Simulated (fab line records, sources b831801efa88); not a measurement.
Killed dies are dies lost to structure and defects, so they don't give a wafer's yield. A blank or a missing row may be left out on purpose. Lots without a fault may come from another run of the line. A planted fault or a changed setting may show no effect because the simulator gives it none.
fab line records | flow sky130
record lots=12 wafers=36 last_day=49
route steps=708 shown CAPM@550 VIA4@641 METAL5@663 PAD_OPEN@707
lots that met no fault: from a run of the same line without faults
start_h: hours from the record's first day to the start of the lot's first wafer shown | wait_h: hours since the lot's step before | " the same as in the row above | L1.1+2: a row that stands for several wafers | - no value, or no start given | * or withheld: withheld | < > ~ a bound
route shown NAME@n: a module of which the file shows steps, and the number in the route of the first | usual: mean/standard deviation of fault-free wafers | same: alike in all rows | chamber/n: place in a boat | sites: the reading at each site | _std_site: their standard deviation | _edge_site: outer sites' mean less inner sites' | radius_mm: how far each site lies from the wafer's centre | mask NAME#n: copy n | behind: the tool/chamber that last shaped the wafer | hold: why the lot was held/for how many hours/how that ended | device: the transistor (n, p or np) that didn't switch | end of line: the same wafers' tests at the end of the route | a step without rows: its recipe alone | killed: dies lost to structure and defects at the first sort, not the wafer's yield | map: a wafer's dies, x killed, . not, _ none there
set.NAME: the setting as run; set.NAME@STEP: as run at that earlier step | model.NAME: the simulator's own value behind a step, which no gauge read
steps of the route over a sample of lots; a table a step, a row a wafer
services: from which hour (start_h, from the record's first day; less than 0 if before it) a tool's chamber was out of use, for how many hours, and why
## steps
# step SKY_CAPM_METAL_ETCH_13
# recipe target_depth_nm=220 stop_on=SiO2 chemistry=Cl2/BCl3 target=TiN pressure_mtorr=10 icp_w=900 bias_w=48.5 Cl2_flow_sccm=60 bcl3_flow_sccm=30 time_s=62.9
# usual bcl3_flow_sccm=30.00/0.086 drypump_motor_current_A=5.6/0.42 he_backside_leak_sccm=3.22/0.16 oes_product_au=0.941/0.0065 throttle_valve_pct=21.902/0.0094
# columns lot.wafer tool chamber start_h wait_h bcl3_flow_sccm drypump_motor_current_A he_backside_leak_sccm oes_product_au rf_hours_counter_h throttle_valve_pct
L280.2 rie_metal-01 1 885.27 0.0 29.93 5.8 3.24 0.932 8 21.906
L280.4 " 1 " " 29.84 5.8 2.97 0.933 - 21.907
L280.6 " 0 " " 30.07 5.6 3.36 0.939 - 21.895
L281.2 rie_metal-04 0 886.03 0.0 30.04 6.0 2.85 0.947 8 21.902
L281.3 " 1 " " 30.06 5.8 3.63 0.937 - 21.894
L281.5 " 1 " " 30.06 5.8 3.53 0.949 - 21.897
L282.1 rie_metal-02 1 895.22 0.0 30.17 5.7 3.12 0.945 17 21.894
L282.3 " 0 " " 30.06 4.8 3.02 0.939 - 21.902
L282.5 " 0 " " 30.00 4.8 3.07 0.951 - 21.903
L283.1 rie_metal-01 0 905.72 0.0 29.96 5.6 3.32 0.942 3 21.898
L283.4 " 1 " " 29.89 5.8 3.21 0.944 - 21.905
L283.6 " 0 " " 30.15 5.6 3.10 0.945 - 21.901
L285.1 rie_metal-02 1 918.72 0.0 29.85 5.7 3.13 0.944 18 21.900
L285.4 " 1 " " 29.78 5.7 3.17 0.953 - 21.888
L285.5 " 1 " " 29.99 5.7 3.15 0.945 - 21.906
L287.1 rie_metal-02 1 935.42 0.0 29.91 5.7 3.01 0.945 19 21.894
L287.2 " 0 " " 30.01 4.8 3.29 0.940 11 21.910
L287.4 " 1 " " 29.93 5.7 3.18 0.945 - 21.897
L288.2 rie_metal-01 0 942.98 0.0 30.07 5.7 3.27 0.939 5 21.909
L288.4 " 0 " " 29.88 5.6 3.09 0.931 - 21.906
L288.5 " 0 " " 30.12 5.7 3.30 0.936 - 21.912
L291.1 rie_metal-02 0 963.03 0.0 30.13 4.8 3.27 0.946 12 21.907
L291.2 " 1 " " 29.94 5.7 3.17 0.947 20 21.897
L291.3 " 1 " " 30.00 5.7 3.17 0.938 - 21.906
L292.2 rie_metal-01 1 968.82 0.0 30.02 5.8 3.01 0.944 12 21.890
L292.4 " 1 " " 30.00 5.8 3.13 0.941 - 21.879
L292.6 " 1 " " 29.97 5.8 3.27 0.940 - 21.899
L293.3 rie_metal-01 0 976.26 0.0 29.89 5.6 3.18 0.929 - 21.890
L293.4 " 1 " " 30.06 5.8 3.33 0.953 - 21.916
L293.6 " 1 " " 29.93 5.8 3.55 0.937 - 21.916
L294.1 rie_metal-01 0 984.68 0.0 30.02 5.6 3.15 0.941 7 21.898
L294.4 " 1 " " 30.04 5.8 3.44 0.945 - 21.897
L294.5 " 0 " " 30.12 5.6 3.24 0.944 - 21.886
L296.1 rie_metal-01 1 996.22 0.0 29.98 5.8 3.34 0.938 13 21.925
L296.2 " 0 " " 29.92 5.6 3.11 0.947 8 21.885
L296.6 " 0 " " 30.02 5.6 3.10 0.942 - 21.902
# step SKY_VIA4_CMP_02
# recipe material=SiO2 down_force_psi=4 platen_rpm=60 pad_velocity_m_s=0.94248
# usual motor_current_A=12.6/1.2 slurry_flow_ml_min=150.0/0.45
# columns lot.wafer tool chamber start_h wait_h motor_current_A slurry_flow_ml_min
L280.2 cmp-02 3 989.74 0.0 12.1 150.4
L280.4 " 1 " " 12.4 150.1
L280.6 " 0 " " 13.3 149.3
L281.2 cmp-01 0 992.21 0.0 14.1 150.2
L281.3 " 3 " " 11.3 150.6
L281.5 " 1 " " 12.1 149.5
L282.3 cmp-02 1 997.88 0.0 12.2 150.3
L282.1 " 2 " " 14.1 150.2
L282.5 " 1 " " 12.7 150.2
L283.4 cmp-01 0 1009.11 0.1 14.5 149.1
L283.1 " 1 " " 11.4 149.8
L283.6 " 2 " " 10.8 149.2
L285.1 cmp-01 1 1019.95 0.1 11.7 150.0
L285.4 " 3 " " 11.2 151.0
L285.5 " 0 " " 13.9 150.1
L287.2 cmp-01 3 1036.20 0.0 11.7 150.5
L287.1 " 1 " " 11.8 150.4
L287.4 " 2 " " 11.3 150.2
L288.4 cmp-01 1 1043.58 0.1 12.2 149.9
L288.2 " 0 " " 14.7 150.0
L288.5 " 2 " " 10.9 150.9
L291.1 cmp-02 0 1061.25 0.1 13.5 149.2
L291.3 " 2 " " 13.2 150.1
L291.2 " 3 " " 11.5 149.5
L292.4 cmp-01 2 1066.66 0.1 11.0 149.9
L292.2 " 0 " " 14.7 149.6
L292.6 " 2 " " 11.4 149.6
L293.3 cmp-02 0 1074.50 0.2 13.1 150.5
L293.4 " 3 " " 12.5 149.6
L293.6 " 1 " " 12.4 150.5
L294.1 cmp-01 1 1080.50 0.1 12.1 151.0
L294.4 " 3 " " 11.3 150.5
L294.5 " 1 " " 12.1 150.9
L296.2 cmp-01 0 1091.59 0.3 14.0 150.0
L296.1 " 2 " " 10.9 149.5
L296.6 " 0 " " 13.6 150.6
# step SKY_METAL5_SPUTTER_02
# recipe material=AlCu target_thk_nm=1150 power_w=10600 time_s=61.2 chamber_pressure_pa=0.4
# usual throttle_valve_pct=30.0/0.94
# columns lot.wafer tool chamber start_h wait_h throttle_valve_pct
L280.2 pvd_sputter-03 - 1015.14 0.0 31.1
L280.4 " - " " 30.7
L280.6 " - " " 29.4
L281.2 pvd_sputter-04 - 1017.39 0.0 30.1
L281.3 " - " " 30.4
L281.5 " - " " 30.5
L282.1 pvd_sputter-04 - 1022.98 0.0 30.6
L282.3 " - " " 30.5
L282.5 " - " " 30.5
L283.1 pvd_sputter-03 - 1032.31 0.0 29.4
L283.4 " - " " 30.5
L283.6 " - " " 30.6
L285.1 pvd_sputter-04 - 1044.43 0.0 30.9
L285.4 " - " " 30.5
L285.5 " - " " 30.3
L287.1 pvd_sputter-03 - 1060.17 0.0 30.8
L287.2 " - " " 30.5
L287.4 " - " " 29.2
L288.2 pvd_sputter-03 - 1066.92 0.0 29.2
L288.4 " - " " 30.6
L288.5 " - " " 31.4
L291.1 pvd_sputter-01 - 1084.67 0.0 29.3
L291.2 " - " " 28.0
L291.3 " - " " 31.0
L292.2 pvd_sputter-03 - 1088.94 0.0 31.0
L292.4 " - " " 29.4
L292.6 " - " " 30.3
L293.3 pvd_sputter-01 - 1096.82 0.0 29.5
L293.4 " - " " 31.1
L293.6 " - " " 29.8
L294.1 pvd_sputter-04 - 1102.48 0.0 30.8
L294.4 " - " " 29.0
L294.5 " - " " 30.6
L296.1 pvd_sputter-01 - 1113.41 0.0 29.8
L296.2 " - " " 29.0
L296.6 " - " " 27.9
# step SKY_PAD_OPEN_BOW_MEAS_13
# recipe mode=bow
# usual PAD_OPEN_BOW=46/8.8
# columns lot.wafer tool chamber start_h wait_h PAD_OPEN_BOW[um]
L280.2 film_metro-03 - 1084.90 - 26
L280.4 " - " " 39
L280.6 " - " " 25
L281.2 film_metro-01 - 1086.88 - 61
L281.3 " - " " 41
L281.5 " - " " 44
L282.1 film_metro-04 - 1091.43 - 45
L282.3 " - " " 44
L282.5 " - " " 44
L283.1 film_metro-01 - 1098.89 - 44
L283.4 " - " " 43
L283.6 " - " " 47
L285.1 film_metro-03 - 1111.32 - 48
L285.4 " - " " 52
L285.5 " - " " 63
L287.1 film_metro-03 - 1124.58 - 53
L287.2 " - " " 68
L287.4 " - " " 52
L288.2 film_metro-04 - 1131.26 - 58
L288.4 " - " " 55
L288.5 " - " " 49
L291.1 film_metro-04 - 1146.94 - 42
L291.2 " - " " 61
L291.3 " - " " 40
L292.2 film_metro-03 - 1150.70 - 52
L292.4 " - " " 54
L292.6 " - " " 36
L293.3 film_metro-04 - 1157.46 - 45
L293.4 " - " " 49
L293.6 " - " " 47
L294.1 film_metro-04 - 1161.44 - 45
L294.4 " - " " 49
L294.5 " - " " 66
L296.1 film_metro-04 - 1172.23 - 41
L296.2 " - " " 34
L296.6 " - " " 45
# step SKY_PAD_OPEN_PROBE_99
# usual defect_limited_yield=82.4/1.8 killed_at_M0_to_M3=44/7.2 killed_at_M4_up=3.5/1.8 killed_at_contacts=25/5.1 killed_at_front_end=14/4.4 killed_at_other=0.4/0.58 killed_dies=87/9.1 killed_on_rim=17/3.9 killed_open=48/6.9 killed_short=38/6.3 sort_bin_3_pad_short=0.9/0.43 sort_bin_5_function=10.5/1.5 sort_bin_6_memory=6.3/1.1 sort_n_pass=405/9.1 sort_yield_pct=82.4/1.8
# same gross_dies=492 killed_at_back_side=0 sort_bin_4_leakage[%]=0 sort_bin_8_speed[%]=0
# columns lot.wafer tool chamber start_h wait_h defect_limited_yield[%] killed_at_M0_to_M3 killed_at_M4_up killed_at_contacts killed_at_front_end killed_at_other killed_dies killed_on_rim killed_open killed_short sort_bin_3_pad_short[%] sort_bin_5_function[%] sort_bin_6_memory[%] sort_n_pass sort_yield_pct[%]
L280.2 prober-01 - 1085.05 0.1 85.0 41 5 16 12 0 74 15 42 32 0.2 9.8 5.1 418 85.0
L280.4 prober-01 - 1085.15 0.2 86.4 30 4 20 12 1 67 11 37 30 1.2 6.7 5.7 425 86.4
L280.6 prober-01 - 1085.25 0.2 81.7 44 6 20 19 1 90 21 48 42 1.2 11.2 5.9 402 81.7
L281.2 prober-02 - 1087.03 0.1 80.3 41 8 24 23 1 97 21 48 48 1.0 11.6 7.1 395 80.3
L281.3 prober-02 - 1087.08 0.2 80.9 52 3 25 14 0 94 16 51 43 0.8 11.8 6.5 398 80.9
L281.5 prober-02 - 1087.18 0.2 82.5 42 5 30 8 1 86 15 52 33 1.0 11.0 5.5 406 82.5
L282.1 prober-01 - 1091.55 0.1 83.1 42 3 21 17 0 83 18 43 40 1.6 9.3 5.9 409 83.1
L282.3 prober-01 - 1091.65 0.2 83.9 38 4 25 12 0 79 16 47 32 1.2 9.6 5.3 413 83.9
L282.5 prober-01 - 1091.75 0.2 82.1 40 7 25 16 0 88 17 43 45 1.0 10.8 6.1 404 82.1
L283.1 prober-02 - 1099.01 0.1 83.1 40 6 18 19 0 83 13 45 38 1.0 11.0 4.9 409 83.1
L283.4 prober-02 - 1099.16 0.2 80.1 52 5 24 17 0 98 16 55 43 1.0 11.4 7.5 394 80.1
L283.6 prober-02 - 1099.26 0.2 83.5 45 3 23 9 1 81 7 43 38 2.0 10.0 4.5 411 83.5
L285.1 prober-02 - 1111.44 0.1 82.5 36 3 32 15 0 86 17 50 36 1.2 8.7 7.5 406 82.5
L285.4 prober-02 - 1111.59 0.2 79.7 55 3 23 19 0 100 23 52 48 0.8 11.8 7.7 392 79.7
L285.5 prober-02 - 1111.64 0.2 83.7 46 0 19 15 0 80 8 41 39 0.6 9.1 6.5 412 83.7
L287.1 prober-02 - 1124.70 0.1 83.1 41 3 25 14 0 83 16 47 36 0.2 10.6 6.1 409 83.1
L287.2 prober-02 - 1124.75 0.1 84.6 38 2 24 12 0 76 22 41 35 1.6 7.9 5.9 416 84.6
L287.4 prober-02 - 1124.85 0.2 83.1 40 4 27 12 0 83 12 55 28 0.6 11.4 4.9 409 83.1
L288.2 prober-01 - 1131.41 0.1 84.1 46 2 15 15 0 78 16 46 32 0.8 11.4 3.7 414 84.1
L288.4 prober-01 - 1131.51 0.2 82.7 39 1 26 19 0 85 19 47 38 0.4 12.0 4.9 407 82.7
L288.5 prober-01 - 1131.56 0.2 81.1 43 2 30 17 1 93 15 51 41 0.8 10.6 7.5 399 81.1
L291.1 prober-01 - 1147.06 0.1 84.1 32 3 30 13 0 78 13 40 38 0.8 9.1 5.9 414 84.1
L291.2 prober-01 - 1147.11 0.1 82.1 47 3 18 19 1 88 10 48 39 1.4 10.4 6.1 404 82.1
L291.3 prober-01 - 1147.16 0.2 80.1 51 5 27 14 1 98 16 49 49 0.8 11.4 7.7 394 80.1
L292.2 prober-02 - 1150.85 0.1 83.5 44 2 25 10 0 81 18 47 34 1.2 8.3 6.9 411 83.5
L292.4 prober-02 - 1150.95 0.2 82.7 52 1 22 9 1 85 12 53 32 0.8 9.6 6.9 407 82.7
L292.6 prober-02 - 1151.05 0.2 83.9 44 3 16 16 0 79 18 51 28 0.8 7.9 7.3 413 83.9
L293.3 prober-01 - 1157.64 0.2 83.7 37 4 26 13 0 80 15 44 36 0.6 10.4 5.3 412 83.7
L293.4 prober-01 - 1157.69 0.2 70.3 46 4 24 24 48 146 27 47 49 5.1 17.1 7.5 346 70.3
L293.6 prober-01 - 1157.79 0.2 72.2 55 2 21 8 51 137 29 52 34 4.1 15.7 8.1 355 72.2
L294.1 prober-02 - 1161.56 0.1 84.3 48 3 19 6 1 77 15 46 31 0.6 8.5 6.5 415 84.3
L294.4 prober-02 - 1161.71 0.2 72.8 38 2 22 13 59 134 30 41 34 4.5 17.1 5.7 358 72.8
L294.5 prober-02 - 1161.76 0.2 82.3 45 2 25 14 1 87 16 50 37 0.8 9.6 7.3 405 82.3
L296.1 prober-02 - 1172.35 0.1 72.2 47 3 32 10 45 137 32 48 42 4.7 15.2 7.9 355 72.2
L296.2 prober-02 - 1172.40 0.1 80.3 48 0 27 22 0 97 17 56 41 1.8 12.0 5.9 395 80.3
L296.6 prober-02 - 1172.60 0.2 80.3 42 5 37 13 0 97 14 64 32 0.2 12.2 7.3 395 80.3
# killed by level:class
L280.2 VIA1:geometric_particle:open=14 VIA1:geometric_particle:short=7 LI_CONTACT:geometric_particle:open=6 CONTACT:geometric_particle:open=6 METAL1:geometric_particle:short=5 POLY_GATE:geometric_particle:open=4 VIA2:geometric_particle:open=4 POLY_GATE:geometric_particle:short=3
L280.4 CONTACT:geometric_particle:open=11 VIA1:geometric_particle:open=6 FIELD_ISO:geometric_particle:open=5 METAL1:geometric_particle:short=5 CONTACT:geometric_particle:short=4 VIA1:geometric_particle:short=4 VIA3:geometric_particle:open=4 FIELD_ISO:geometric_particle:short=3
L280.6 METAL1:geometric_particle:short=7 FIELD_ISO:geometric_particle:open=6 LI_CONTACT:geometric_particle:open=6 CONTACT:geometric_particle:short=6 VIA2:geometric_particle:open=6 VIA3:geometric_particle:open=6 VIA1:geometric_particle:open=5 CONTACT:geometric_particle:open=4
L281.2 CONTACT:geometric_particle:open=10 VIA1:geometric_particle:open=9 POLY_GATE:geometric_particle:short=8 VIA2:geometric_particle:short=8 METAL4:geometric_particle:short=8 LI_CONTACT:geometric_particle:open=7 VIA2:geometric_particle:open=7 FIELD_ISO:geometric_particle:short=4
L281.3 VIA1:geometric_particle:open=11 VIA2:geometric_particle:open=10 LI_CONTACT:geometric_particle:open=8 CONTACT:geometric_particle:short=8 METAL2:geometric_particle:short=7 CONTACT:geometric_particle:open=4 METAL1:geometric_particle:short=4 VIA1:geometric_particle:short=4
L281.5 CONTACT:geometric_particle:open=10 LI_CONTACT:geometric_particle:open=9 VIA1:geometric_particle:open=9 VIA2:geometric_particle:open=7 VIA1:geometric_particle:short=7 LOCAL_INTERCONNECT:geometric_particle:short=4 METAL2:geometric_particle:short=4 VIA3:geometric_particle:open=4
L282.1 CONTACT:geometric_particle:open=11 VIA1:geometric_particle:open=8 VIA2:geometric_particle:open=8 POLY_GATE:geometric_particle:short=7 CONTACT:geometric_particle:short=6 VIA3:geometric_particle:short=5 FIELD_ISO:geometric_particle:open=4 VIA2:geometric_particle:short=4
L282.3 LI_CONTACT:geometric_particle:open=11 VIA1:geometric_particle:open=11 CONTACT:geometric_particle:open=7 VIA2:geometric_particle:open=7 METAL2:geometric_particle:short=5 LI_CONTACT:geometric_particle:short=4 VIA3:geometric_particle:open=4 POLY_GATE:geometric_particle:short=3
L282.5 VIA2:geometric_particle:open=9 CONTACT:geometric_particle:short=7 POLY_GATE:geometric_particle:short=7 CONTACT:geometric_particle:open=7 VIA1:geometric_particle:open=7 VIA3:geometric_particle:open=7 LI_CONTACT:geometric_particle:open=5 METAL1:geometric_particle:short=5
L283.1 VIA2:geometric_particle:open=10 CONTACT:geometric_particle:open=7 VIA1:geometric_particle:short=6 FIELD_ISO:geometric_particle:short=5 LI_CONTACT:geometric_particle:open=5 VIA1:geometric_particle:open=5 POLY_GATE:geometric_particle:short=4 POLY_GATE:geometric_particle:open=4
L283.4 VIA2:geometric_particle:open=11 VIA1:geometric_particle:open=10 LI_CONTACT:geometric_particle:open=8 METAL2:geometric_particle:short=8 CONTACT:geometric_particle:open=7 METAL4:geometric_particle:short=5 VIA3:geometric_particle:open=5 FIELD_ISO:geometric_particle:short=4
L283.6 VIA1:geometric_particle:open=10 VIA3:geometric_particle:open=9 CONTACT:geometric_particle:open=7 METAL1:geometric_particle:short=5 LI_CONTACT:geometric_particle:open=4 LOCAL_INTERCONNECT:geometric_particle:open=4 LOCAL_INTERCONNECT:geometric_particle:short=4 METAL2:geometric_particle:short=4
L285.1 CONTACT:geometric_particle:open=11 LI_CONTACT:geometric_particle:open=9 FIELD_ISO:geometric_particle:short=8 CONTACT:geometric_particle:short=7 VIA3:geometric_particle:open=7 METAL1:geometric_particle:short=7 VIA1:geometric_particle:open=7 VIA2:geometric_particle:open=6
L285.4 VIA1:geometric_particle:open=12 POLY_GATE:geometric_particle:open=7 METAL1:geometric_particle:short=7 METAL2:geometric_particle:short=7 VIA2:geometric_particle:short=7 LI_CONTACT:geometric_particle:open=6 VIA2:geometric_particle:open=6 FIELD_ISO:geometric_particle:open=5
L285.5 CONTACT:geometric_particle:open=10 VIA1:geometric_particle:open=9 FIELD_ISO:geometric_particle:short=6 METAL1:geometric_particle:short=5 VIA1:geometric_particle:short=5 METAL2:geometric_particle:short=5 VIA3:geometric_particle:open=5 FIELD_ISO:geometric_particle:open=4
L287.1 CONTACT:geometric_particle:open=10 VIA2:geometric_particle:open=9 FIELD_ISO:geometric_particle:open=8 VIA1:geometric_particle:open=8 METAL1:geometric_particle:short=7 VIA1:geometric_particle:short=5 LI_CONTACT:geometric_particle:open=4 LOCAL_INTERCONNECT:geometric_particle:short=4
L287.2 CONTACT:geometric_particle:open=9 VIA3:geometric_particle:open=8 VIA1:geometric_particle:open=6 FIELD_ISO:geometric_particle:open=5 VIA2:geometric_particle:open=5 LI_CONTACT:geometric_particle:open=4 METAL1:geometric_particle:short=4 LOCAL_INTERCONNECT:geometric_particle:short=4
L287.4 CONTACT:geometric_particle:open=12 LI_CONTACT:geometric_particle:open=9 VIA1:geometric_particle:open=8 VIA2:geometric_particle:open=7 VIA3:geometric_particle:open=6 FIELD_ISO:geometric_particle:open=4 VIA1:geometric_particle:short=4 FIELD_ISO:geometric_particle:short=3
L288.2 VIA2:geometric_particle:open=12 VIA3:geometric_particle:open=9 VIA1:geometric_particle:open=6 FIELD_ISO:geometric_particle:open=5 LOCAL_INTERCONNECT:geometric_particle:short=5 CONTACT:geometric_particle:open=4 VIA3:geometric_particle:short=4 VIA1:geometric_particle:short=4
L288.4 VIA1:geometric_particle:open=9 METAL2:geometric_particle:short=8 CONTACT:geometric_particle:open=7 FIELD_ISO:geometric_particle:open=6 LI_CONTACT:geometric_particle:open=6 VIA3:geometric_particle:open=5 CONTACT:geometric_particle:short=5 VIA2:geometric_particle:open=5
L288.5 CONTACT:geometric_particle:open=12 VIA1:geometric_particle:open=9 CONTACT:geometric_particle:short=8 LOCAL_INTERCONNECT:geometric_particle:short=6 VIA3:geometric_particle:open=6 METAL3:geometric_particle:short=6 FIELD_ISO:geometric_particle:open=5 VIA2:geometric_particle:open=5
L291.1 LI_CONTACT:geometric_particle:open=11 METAL1:geometric_particle:short=7 CONTACT:geometric_particle:open=7 VIA1:geometric_particle:short=5 LOCAL_INTERCONNECT:geometric_particle:short=5 CONTACT:geometric_particle:short=5 VIA1:geometric_particle:open=5 POLY_GATE:geometric_particle:short=3
L291.2 VIA3:geometric_particle:open=9 METAL1:geometric_particle:short=8 POLY_GATE:geometric_particle:short=7 LI_CONTACT:geometric_particle:open=7 VIA1:geometric_particle:short=7 VIA1:geometric_particle:open=6 CONTACT:geometric_particle:open=5 FIELD_ISO:geometric_particle:short=4
L291.3 VIA1:geometric_particle:open=10 METAL1:geometric_particle:short=9 LI_CONTACT:geometric_particle:open=8 CONTACT:geometric_particle:open=8 FIELD_ISO:geometric_particle:short=7 METAL2:geometric_particle:short=7 VIA3:geometric_particle:open=7 CONTACT:geometric_particle:short=6
L292.2 CONTACT:geometric_particle:open=11 VIA1:geometric_particle:open=8 VIA2:geometric_particle:open=7 METAL2:geometric_particle:short=7 LI_CONTACT:geometric_particle:open=6 METAL3:geometric_particle:short=5 POLY_GATE:geometric_particle:open=4 CONTACT:geometric_particle:short=4
L292.4 VIA1:geometric_particle:open=12 VIA2:geometric_particle:open=10 CONTACT:geometric_particle:open=9 VIA2:geometric_particle:short=6 VIA3:geometric_particle:open=6 FIELD_ISO:geometric_particle:open=5 LOCAL_INTERCONNECT:geometric_particle:short=5 METAL2:geometric_particle:short=5
L292.6 VIA2:geometric_particle:open=11 VIA1:geometric_particle:open=10 FIELD_ISO:geometric_particle:open=9 METAL2:geometric_particle:short=7 CONTACT:geometric_particle:open=5 LI_CONTACT:geometric_particle:open=4 POLY_GATE:geometric_particle:open=4 LOCAL_INTERCONNECT:geometric_particle:short=4
L293.3 LI_CONTACT:geometric_particle:open=9 METAL1:geometric_particle:short=7 VIA1:geometric_particle:open=7 CONTACT:geometric_particle:open=6 VIA3:geometric_particle:open=6 FIELD_ISO:geometric_particle:short=4 POLY_GATE:geometric_particle:short=4 LOCAL_INTERCONNECT:geometric_particle:short=4
L293.4 CAPM:unspecified=48 VIA1:geometric_particle:open=10 FIELD_ISO:geometric_particle:short=9 CONTACT:geometric_particle:open=9 CONTACT:geometric_particle:short=6 VIA2:geometric_particle:open=6 FIELD_ISO:geometric_particle:open=5 LOCAL_INTERCONNECT:geometric_particle:short=5
L293.6 CAPM:unspecified=51 VIA3:geometric_particle:open=14 CONTACT:geometric_particle:open=11 METAL1:geometric_particle:short=10 VIA2:geometric_particle:open=7 LI_CONTACT:geometric_particle:open=6 VIA1:geometric_particle:open=6 VIA2:geometric_particle:short=5
L294.1 VIA1:geometric_particle:open=14 LI_CONTACT:geometric_particle:open=8 VIA2:geometric_particle:open=8 METAL2:geometric_particle:short=7 METAL1:geometric_particle:short=6 VIA3:geometric_particle:open=6 FIELD_ISO:geometric_particle:open=4 LOCAL_INTERCONNECT:geometric_particle:short=4
L294.4 CAPM:unspecified=59 METAL2:geometric_particle:short=7 FIELD_ISO:geometric_particle:open=6 LI_CONTACT:geometric_particle:open=6 CONTACT:geometric_particle:open=6 VIA1:geometric_particle:open=6 VIA3:geometric_particle:open=5 VIA2:geometric_particle:open=5
L294.5 VIA1:geometric_particle:open=12 LI_CONTACT:geometric_particle:open=11 METAL2:geometric_particle:short=7 CONTACT:geometric_particle:open=7 VIA2:geometric_particle:open=6 METAL3:geometric_particle:short=6 METAL1:geometric_particle:short=4 VIA1:geometric_particle:short=4
L296.1 CAPM:unspecified=45 VIA1:geometric_particle:open=17 CONTACT:geometric_particle:open=9 LI_CONTACT:geometric_particle:open=8 METAL2:geometric_particle:short=7 CONTACT:geometric_particle:short=7 LI_CONTACT:geometric_particle:short=6 VIA1:geometric_particle:short=5
L296.2 CONTACT:geometric_particle:open=13 POLY_GATE:geometric_particle:open=8 LI_CONTACT:geometric_particle:open=8 VIA1:geometric_particle:open=8 POLY_GATE:geometric_particle:short=6 METAL1:geometric_particle:short=6 VIA1:geometric_particle:short=6 VIA3:geometric_particle:open=4
L296.6 LI_CONTACT:geometric_particle:open=16 CONTACT:geometric_particle:open=11 VIA2:geometric_particle:open=10 VIA1:geometric_particle:open=8 POLY_GATE:geometric_particle:open=6 LOCAL_INTERCONNECT:geometric_particle:short=5 VIA3:geometric_particle:open=5 POLY_GATE:geometric_particle:short=4
## services
# columns tool chamber start_h hours kind
pvd_sputter-03 - 884.25 2.4 repair
cmp-02 - 907.59 3.9 repair
cmp-01 - 912.12 4.0 pm
pvd_sputter-01 - 931.00 11.1 repair
cmp-01 - 937.70 15.6 repair
cmp-01 - 943.40 0.6 repair
cmp-01 - 967.69 0.7 repair
cmp-02 - 971.85 2.5 repair
rie_metal-02 1 985.47 3.7 repair
cmp-02 - 999.34 0.9 repair
rie_metal-04 - 1010.11 2.8 pm
pvd_sputter-04 - 1011.24 4.4 repair
rie_metal-01 - 1016.30 2.8 pm
pvd_sputter-04 - 1016.66 0.5 repair
cmp-01 - 1028.15 6.8 pm
pvd_sputter-03 - 1032.92 2.4 repair
pvd_sputter-03 - 1033.82 6.5 repair
cmp-02 - 1035.08 5.7 pm
cmp-02 - 1041.41 0.3 repair
pvd_sputter-01 - 1056.92 4.1 repair
cmp-02 - 1087.81 4.0 pm
rie_metal-02 0 1091.66 8.4 repair
pvd_sputter-04 - 1103.35 14.7 repair
pvd_sputter-01 - 1109.91 2.4 repair
## key
first_sign step=SKY_PAD_OPEN_PROBE_99 reading=killed_at_other direction=up sigmas=50 usual=0.4 struck=50.8
effect step=SKY_PAD_OPEN_PROBE_99 reading=sort_bin_3_pad_short direction=up sigmas=8.7 usual=0.9 struck=4.6
met_at SKY_CAPM_METAL_ETCH_13
struck_lots L293,L294,L296
struck_wafers L293.4,L293.6,L294.4,L296.1
not_acting_at SKY_VIA4_CMP_02,SKY_METAL5_SPUTTER_02,SKY_PAD_OPEN_BOW_MEAS_13
onset_between 968.82 976.26
fault kind=chamber_particle_source tool=rie_metal-01 chamber=1 onset_h=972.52 steps=SKY_CAPM_METAL_ETCH_13 rate_per_visit_cm2=1.7914 end_h=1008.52
